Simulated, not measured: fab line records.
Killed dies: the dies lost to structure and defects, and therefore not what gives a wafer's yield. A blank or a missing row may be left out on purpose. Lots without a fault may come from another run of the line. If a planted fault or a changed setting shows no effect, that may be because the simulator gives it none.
Which tool is to blame? | flow sky130 | 13 lots, 39 wafers sampled, at 5 steps of a route of 708

## WHAT THE GAUGES SHOWED, per wafer
SKY_PWDE_OVL_MEAS_07.
lot  | measured    | on         | PWDE_OVL (nm)
L977 | day 3 21:14 | overlay-02 | -1.6 -1.7 -0.6
L978 | day 4 04:47 | overlay-01 | 2.7 3.2 1.2
L979 | day 4 06:29 | overlay-01 | -3.4 -3.8 -3.7
L982 | day 5 02:29 | overlay-01 | 0.0 1.2 0.8
L983 | day 5 07:44 | overlay-02 | -2.4 -1.6 -1.2
L984 | day 5 12:29 | overlay-01 | -0.6 -2.0 -0.5
L985 | day 5 18:20 | overlay-01 | -1.1 -0.6 -1.1
L986 | day 5 23:14 | overlay-01 | -0.5 -0.1 -0.6
L987 | day 6 05:19 | overlay-02 | 0.0 -0.7 -0.2
L988 | day 6 10:04 | overlay-02 | 3.6 -0.4 1.1
L991 | day 7 02:53 | overlay-02 | -1.2 -1.2 -1.0
L993 | day 7 15:20 | overlay-02 | -0.6 -1.0 0.8
L100 | day 9 10:08 | overlay-02 | -1.3 -1.1 -1.7

SKY_VT_ADJUST_LVTN_OVL_MEAS_07.
lot  | measured     | on         | VT_ADJUST_LVTN_OVL (nm)
L977 | day 6 23:34  | overlay-01 | -2.6 -0.7 -0.1
L978 | day 7 07:59  | overlay-01 | 0.6 1.8 0.5
L979 | day 7 09:29  | overlay-02 | 1.3 0.6 -0.5
L982 | day 8 09:41  | overlay-02 | -2.1 -0.7 -1.2
L983 | day 8 14:47  | overlay-02 | 2.0 1.6 2.1
L984 | day 8 19:37  | overlay-02 | 0.3 1.0 0.8
L985 | day 9 02:50  | overlay-02 | 0.2 0.6 0.5
L986 | day 9 07:02  | overlay-01 | -2.8 -1.1 -2.3
L987 | day 9 14:50  | overlay-01 | 2.9 3.1 1.8
L988 | day 9 20:53  | overlay-02 | 3.3 1.2 2.0
L991 | day 10 16:23 | overlay-01 | 0.1 1.3 -0.1
L993 | day 11 07:46 | overlay-02 | 3.1 1.0 2.0
L100 | day 13 10:17 | overlay-01 | -0.4 -0.3 0.2

SKY_VT_ADJUST_NCORE_TW_MEAS_11.
lot  | measured     | on           | VT_ADJUST_NCORE_TW
L977 | day 8 16:41  | filmMetro-02 | 218.4 217.4 218.5
L978 | day 9 02:14  | filmMetro-01 | 216.9 217.1 217.8
L979 | day 9 04:08  | filmMetro-03 | 219.9 219.7 219.1
L982 | day 10 05:23 | filmMetro-03 | 221.5 218.8 219.8
L983 | day 10 10:55 | filmMetro-02 | 219.1 217.8 217.2
L984 | day 10 17:19 | filmMetro-03 | 219.4 220.0 219.9
L985 | day 10 23:39 | filmMetro-03 | 218.9 218.7 218.5
L986 | day 11 05:32 | filmMetro-01 | 218.4 218.9 218.8
L987 | day 11 13:07 | filmMetro-03 | 219.3 218.9 219.3
L988 | day 11 20:00 | filmMetro-02 | 217.7 218.2 216.5
L991 | day 12 15:56 | filmMetro-01 | 217.7 218.9 217.8
L993 | day 13 08:25 | filmMetro-03 | 30.2 30.0 30.1
L100 | day 15 16:01 | filmMetro-02 | 219.5 219.6 220.3

## WHICH TOOL RAN EACH LOT (tool, then ch and the chambers of the sampled wafers, then the start)
lot  | SKY_VT_ADJUST_LVTN_STRIP_20         | SKY_VT_ADJUST_NCORE_STRIP_10
L977 | plasmaAsher-01 ch 0,1, day 7 19:43  | plasmaAsher-04 ch 0, day 8 16:35
L978 | plasmaAsher-03 ch 0,1, day 8 05:10  | plasmaAsher-04 ch 0,1, day 9 02:08
L979 | plasmaAsher-04 ch 0,1, day 8 07:10  | plasmaAsher-02 ch 0,1, day 9 04:02
L982 | plasmaAsher-03 ch 0,1, day 9 06:37  | plasmaAsher-01 ch 0,1, day 10 05:17
L983 | plasmaAsher-01 ch 0,1, day 9 12:04  | plasmaAsher-01 ch 0,1, day 10 10:49
L984 | plasmaAsher-04 ch 0, day 9 17:52    | plasmaAsher-02 ch 0,1, day 10 17:13
L985 | plasmaAsher-04 ch 0,1, day 10 01:04 | plasmaAsher-02 ch 1, day 10 23:32
L986 | plasmaAsher-04 ch 0,1, day 10 05:49 | plasmaAsher-04 ch 0,1, day 11 05:26
L987 | plasmaAsher-03 ch 0,1, day 10 13:37 | plasmaAsher-02 ch 0,1, day 11 13:01
L988 | plasmaAsher-03 ch 0,1, day 10 20:18 | plasmaAsher-04 ch 0,1, day 11 19:55
L991 | plasmaAsher-04 ch 0, day 11 16:16   | plasmaAsher-01 ch 0,1, day 12 15:50
L993 | plasmaAsher-03 ch 0,1, day 12 07:49 | plasmaAsher-02 ch 0,1, day 13 08:19
L100 | plasmaAsher-01 ch 0,1, day 14 12:13 | plasmaAsher-04 ch 0,1, day 15 15:55
- SKY_VT_ADJUST_LVTN_STRIP_20: strips in O2/N2.
- SKY_VT_ADJUST_NCORE_STRIP_10: strips in O2/N2.

## WHAT THE TOOLS THEMSELVES READ (means of the sampled wafers that have a number; where no wafer has one, the mark that the record gives instead)
SKY_VT_ADJUST_LVTN_STRIP_20.
lot  | tool           | drypumpMotorCurrentA (A) | oesProductAu (a.u.) | stripTimeToEndpointS (s)
L977 | plasmaAsher-01 | 5.0                      | 0.714               | 14.17
L978 | plasmaAsher-03 | 5.4                      | 0.719               | 14.15
L979 | plasmaAsher-04 | 5.1                      | 0.713               | 14.15
L982 | plasmaAsher-03 | 5.4                      | 0.715               | 14.18
L983 | plasmaAsher-01 | 5.0                      | 0.715               | 14.19
L984 | plasmaAsher-04 | 6.0                      | 0.713               | 14.18
L985 | plasmaAsher-04 | 5.5                      | 0.718               | 14.18
L986 | plasmaAsher-04 | 5.5                      | 0.717               | 14.16
L987 | plasmaAsher-03 | 5.4                      | 0.717               | 14.14
L988 | plasmaAsher-03 | 5.4                      | 0.719               | 14.17
L991 | plasmaAsher-04 | 5.9                      | 0.716               | 14.21
L993 | plasmaAsher-03 | 5.4                      | 0.922               | -
L100 | plasmaAsher-01 | 5.0                      | 0.716               | 14.15

SKY_VT_ADJUST_NCORE_STRIP_10.
lot  | tool           | drypumpMotorCurrentA (A) | oesProductAu (a.u.) | stripTimeToEndpointS (s)
L977 | plasmaAsher-04 | 5.9                      | 0.713               | 14.16
L978 | plasmaAsher-04 | 5.1                      | 0.713               | 14.18
L979 | plasmaAsher-02 | 6.0                      | 0.718               | 14.15
L982 | plasmaAsher-01 | 5.0                      | 0.715               | 14.13
L983 | plasmaAsher-01 | 5.0                      | 0.717               | 14.16
L984 | plasmaAsher-02 | 5.8                      | 0.714               | 14.17
L985 | plasmaAsher-02 | 5.6                      | 0.717               | 14.22
L986 | plasmaAsher-04 | 5.1                      | 0.713               | 14.17
L987 | plasmaAsher-02 | 5.8                      | 0.721               | 14.17
L988 | plasmaAsher-04 | 5.5                      | 0.716               | 14.16
L991 | plasmaAsher-01 | 5.0                      | 0.719               | 14.15
L993 | plasmaAsher-02 | 5.8                      | 0.717               | 23.42
L100 | plasmaAsher-04 | 5.5                      | 0.716               | 14.17

## THE ANSWER, worked out from the rows above alone
Rule: usual is defined by the lots themselves. The widest of any qualifying gaps counts: lots, ordered by their means at a reading, are off when they make up no more than a third of the lots, leave a main group of 4 or more, and stand apart from it by 3 or more times the standard deviation of that group's means. A main group whose means are all the same, to the digits that the tables above print for the reading, isn't used. Also off: a lot with no number at a reading for which 4 or more lots have one. The other lots that the step has rows for count as sound. Order of review: gauges by route order, followed by the tools' own readings, for which a lot's mean as printed above is used. The first step at which some lot is off is used, and at that step the reading that is off furthest; a lot without a number counts as furthest.
Off: L993, seen at SKY_VT_ADJUST_NCORE_TW_MEAS_11 (VT_ADJUST_NCORE_TW). The main group: mean 218.7, standard deviation 0.9.
If a tool, at a process step before that reading, ran all the lots that are off and no sound lot after the first of them, it fits. The gauges at SKY_VT_ADJUST_NCORE_TW_MEAS_11 aren't tried: what is off there is off at SKY_VT_ADJUST_LVTN_STRIP_20 too, on other tools, and a gauge's error can't cause that. Undecided on this evidence; 2 tools fit (plasmaAsher-03 at SKY_VT_ADJUST_LVTN_STRIP_20, plasmaAsher-02 at SKY_VT_ADJUST_NCORE_STRIP_10).

## WHAT THE SIMULATOR HAD INSERTED
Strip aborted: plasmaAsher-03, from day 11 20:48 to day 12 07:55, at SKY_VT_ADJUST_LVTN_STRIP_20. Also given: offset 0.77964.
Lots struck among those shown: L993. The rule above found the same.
